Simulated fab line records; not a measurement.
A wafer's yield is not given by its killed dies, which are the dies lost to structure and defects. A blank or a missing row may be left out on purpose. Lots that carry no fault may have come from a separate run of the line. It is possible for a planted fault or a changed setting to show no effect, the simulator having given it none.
A lot that was struck, set against a sound lot	flow gf180mcu	37 steps out of a route of 602
Sound: these wafers, L622.1, L622.4, L622.6. The struck wafers were L625.1, L625.3, L625.5. The cause is given at the end.
Each step with rows lists, per side, the tool, then ch with its chambers, then its first start. Under that, the readings that differ: sound wafers	struck wafers	difference of the means	sigmas: that difference in standard deviations of wafers without a fault.
alike: words and numbers the same on both sides, and readings whose means are apart by under 2 such deviations; not compared: readings that were withheld, readings missing a value for some wafer, numbers with overlapping values and no deviation given by the record, and bounds like >300 which may hide the same value.
The two part at a step that has a row with sigmas, a row that says differs or no value, or rows on one side only. Non-overlapping numbers with no deviation appear without sigmas and do not part them. A reading that every wafer of one side lacks parts them only if that side has two wafers or more.

first, 2 steps without rows for these wafers: GF_M3_PEB_12 (peb time 90 s); GF_M3_DEVELOP_13 (develop time 60 s).
GF_M3_CD_MEAS_14 targets a cd of 280 nm.
  sound: cdSem-02 at day 22 20:49; struck: cdSem-01 at day 24 01:52
  alike: cdNm
GF_M3_OVL_MEAS_15:
  sound: overlay-02 at day 22 20:56; struck: overlay-01 at day 24 01:59
reading	sound	struck	difference	sigmas
M3_OVL (nm)	10 15 5	-2 -1 -9	-14	-3
GF_M3_METAL_ETCH_16: etches the open film in Cl2/BCl3, stops on SiO2, target depth 750.8 nm, time 125.1 s.
  sound on rieMetal-01 ch 0,1, day 22 20:59; struck on rieMetal-02 ch 0,1, day 24 02:02
  alike: bcl3FlowSccm, drypumpMotorCurrentA, oesProductAu, throttleValvePct
  not compared: rfHoursCounterH
GF_M3_STRIP_17: strips in O2/N2.
  sound on plasmaAsher-04 ch 0,1, day 22 21:07; struck on plasmaAsher-02 ch 0,1, day 24 02:10
  alike: drypumpMotorCurrentA, heaterPowerW, oesProductAu, stripTimeToEndpointS
  not compared: rfHoursCounterH
then, 3 steps without rows for these wafers: GF_M3_STRIP_18 (strips in post etch residue remover, time 1177 s); GF_M3_CLEAN_19 (cleans in DIW); GF_V3_CVD_00 (deposits SiO2, target thk 600 nm, time 100 s).
GF_V3_THK_MEAS_01:
  sound: filmMetro-01 at day 22 21:43; struck: filmMetro-01 at day 24 02:46
  alike: V3_CVD_00_THK
GF_V3_CVD_02: deposits SiO2 from TEOS, target thk 850 nm, time 94.851 s.
  sound on pecvd-03 ch 0,2, day 22 21:47; struck on pecvd-02 ch 1,2, day 24 02:50
  alike: heaterPowerOuterW, heaterPowerW
GF_V3_THK_MEAS_03:
  sound: filmMetro-02 at day 22 21:51; struck: filmMetro-02 at day 24 02:54
  alike: V3_CVD_02_THK
GF_V3_CMP_04: polishes SiO2.
  sound on cmp-02 ch 0,2,3, day 22 21:55; struck on cmp-01 ch 2,3, day 24 02:58
reading	sound	struck	difference	sigmas
timeToEndpointS (s)	77 77 82	98 98 96	+19	+3
model.SiO2_of_V3_CVD_02.thkNm (nm)	631.1 629.9 632.6	571.4 568.1 568.7	-61.8	
  alike: headPressurePsi, motorCurrentA
GF_V3_BOW_MEAS_05:
  sound: filmMetro-01 at day 22 22:13; struck: filmMetro-01 at day 24 03:16
  alike: V3_BOW
then, 8 steps without rows for these wafers: GF_V3_DEHYDRATE_06 (time 60 s); GF_V3_HMDS_07 (prime time 60 s); GF_V3_COAT_08; GF_V3_COAT_09 (resist thk 1000 nm); GF_V3_SOFTBAKE_10 (time 60 s); GF_V3_EXPOSE_11 (exposes mask Via3, target cd 260 nm); GF_V3_PEB_12 (peb time 90 s); GF_V3_DEVELOP_13 (develop time 60 s).
GF_V3_CD_MEAS_14 targets a cd of 260 nm.
  sound: cdSem-02 at day 23 20:57; struck: cdSem-02 at day 25 00:28
  alike: cdNm
GF_V3_OVL_MEAS_15:
  sound: overlay-02 at day 23 21:04; struck: overlay-02 at day 25 00:35
  alike: V3_OVL
GF_V3_ETCH_16: etches BARC in N2/H2.
  sound on rieDiel-04 ch 0,2,3, day 23 21:07; struck on rieDiel-04 ch 0,1,3, day 25 00:38
  alike: drypumpMotorCurrentA, oesProductAu, throttleValvePct
GF_V3_ETCH_17: etches SiO2 in C4F8/O2/Ar, stops on TiN, target depth 635 nm.
  sound: rieDiel-04 ch 0,2,3; struck: rieDiel-04 ch 0,1,3
reading	sound	struck	difference	sigmas
oesProductAu (a.u.)	0.849 0.858 0.854	0.808 0.809 0.806	-0.046	-10
model.etch.depthNm (nm)	631.1 629.9 632.6	571.4 568.1 568.7	-61.8	
model.V3.featureDepthNm (nm)	631.1 629.9 632.6	571.4 568.1 568.7	-61.8	
then, 5 steps without rows for these wafers: GF_V3_STRIP_18 (strips in O2/N2); GF_V3_STRIP_19 (strips in post etch residue remover, time 1200 s); GF_V3_CLEAN_20 (cleans in DIW); GF_V3_SPUTTER_21 (material Ti, target thk 15 nm, time 80.02 s); GF_V3_SPUTTER_22 (material TiN, target thk 10 nm, time 40 s).
GF_V3_CVD_23: deposits W, target thk 350 nm, time 104.9 s.
  sound on cvdW-01 ch 0, day 23 21:52; struck on cvdW-01 ch 0, day 25 01:23
  alike: heaterPowerOuterW, heaterPowerW
GF_V3_RS_MEAS_24: measures by four-point-probe.
  sound: filmMetro-01 at day 23 21:59; struck: filmMetro-03 at day 25 01:37
  alike: V3_W_RS
GF_V3_THK_MEAS_25: measures by xrf.
  sound: filmMetro-01 at day 23 22:06; struck: filmMetro-03 at day 25 01:44
  alike: V3_W_THK
GF_V3_CMP_26: polishes, stops on SiO2, t overpolish 15 s, target thk 0 nm.
  sound on cmp-02 ch 0,2,3, day 23 22:13; struck on cmp-01 ch 2,3, day 25 01:48
reading	sound	struck	difference	sigmas
headPressurePsi (psi)	3.489 3.479 3.502	3.502 3.510 3.508	+0.017	+2
model.SiO2_of_V3_CVD_02.thkNm (nm)	627.4 626.1 628.8	567.6 564.3 564.9	-61.8	
  alike: motorCurrentA
then, 2 steps without rows for these wafers: GF_M4_SPUTTER_00 (material Ti, target thk 37.5 nm, time 150 s); GF_PASSIVATION_PROBE_99.

== WHERE THEY PART ==
Last at GF_V3_CMP_26 as far as this record goes, first at GF_M3_OVL_MEAS_15.

WHY: the cause the simulator had injected
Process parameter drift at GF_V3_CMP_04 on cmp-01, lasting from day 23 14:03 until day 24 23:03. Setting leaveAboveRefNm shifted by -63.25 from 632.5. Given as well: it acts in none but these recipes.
